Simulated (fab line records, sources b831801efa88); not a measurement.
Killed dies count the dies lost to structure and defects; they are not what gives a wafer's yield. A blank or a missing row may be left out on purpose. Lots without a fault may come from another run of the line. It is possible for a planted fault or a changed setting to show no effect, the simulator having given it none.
What tool caused it? || flow gf180mcu || 21 wafers from 7 lots sampled at 2 of the route's 602 steps

## WHAT THE GAUGES READ, wafer by wafer
GF_CONTACT_THK_MEAS_01.
{"lot": "L431", "measured": "day 15 13:15", "on": "film-metro-01", "CONTACT_CVD_00_THK (nm)": "300.5 300.4 295.1"}
{"lot": "L435", "measured": "day 17 01:01", "on": "film-metro-03", "CONTACT_CVD_00_THK (nm)": "299.4 300.5 299.3"}
{"lot": "L444", "measured": "day 20 03:37", "on": "film-metro-04", "CONTACT_CVD_00_THK (nm)": "302.1 301.4 300.5"}
{"lot": "L446", "measured": "day 20 21:07", "on": "film-metro-01", "CONTACT_CVD_00_THK (nm)": "299.5 295.4 299.4"}
{"lot": "L448", "measured": "day 21 16:45", "on": "film-metro-01", "CONTACT_CVD_00_THK (nm)": "301.2 302.6 303.2"}
{"lot": "L451", "measured": "day 22 17:50", "on": "film-metro-01", "CONTACT_CVD_00_THK (nm)": "301.5 303.6 301.9"}
{"lot": "L453", "measured": "day 23 04:59", "on": "film-metro-01", "CONTACT_CVD_00_THK (nm)": "299.6 298.7 300.0"}

## TOOL THAT RAN EACH LOT (tool first, then ch and the chambers of the sampled wafers, then the start)
{"lot": "L431", "GF_SAB_WET_ETCH_12": "wet-bench-03 ch 1, day 15 12:22"}
{"lot": "L435", "GF_SAB_WET_ETCH_12": "wet-bench-04 ch 0, day 17 00:07"}
{"lot": "L444", "GF_SAB_WET_ETCH_12": "wet-bench-02 ch 1, day 20 02:43"}
{"lot": "L446", "GF_SAB_WET_ETCH_12": "wet-bench-04 ch 1, day 20 20:13"}
{"lot": "L448", "GF_SAB_WET_ETCH_12": "wet-bench-02 ch 3, day 21 15:52"}
{"lot": "L451", "GF_SAB_WET_ETCH_12": "wet-bench-03 ch 1, day 22 16:55"}
{"lot": "L453", "GF_SAB_WET_ETCH_12": "wet-bench-02 ch 2, day 23 04:07"}
- GF_SAB_WET_ETCH_12: etches SiO2 in dHF, target depth 22 nm, time 440 s.

## THE ANSWER, worked out from the rows above alone
Rule: usual is defined by the lots themselves. Put in order of their means at a reading, lots are off if they are a third of the lots or fewer, leave a main group of 4 or more, and stand apart from it by a gap of 3 or more times the standard deviation of the main group's means; of several such gaps the widest counts. Not used: any main group whose means are identical at the precision the tables above print for the reading. A lot without any number at a reading at which 4 lots or more have one is off too. Where the step has rows for the other lots, those lots are counted as sound.
Nothing can be told from this: no lot is off at any reading shown.

## WHAT THE SIMULATOR HAD INSERTED
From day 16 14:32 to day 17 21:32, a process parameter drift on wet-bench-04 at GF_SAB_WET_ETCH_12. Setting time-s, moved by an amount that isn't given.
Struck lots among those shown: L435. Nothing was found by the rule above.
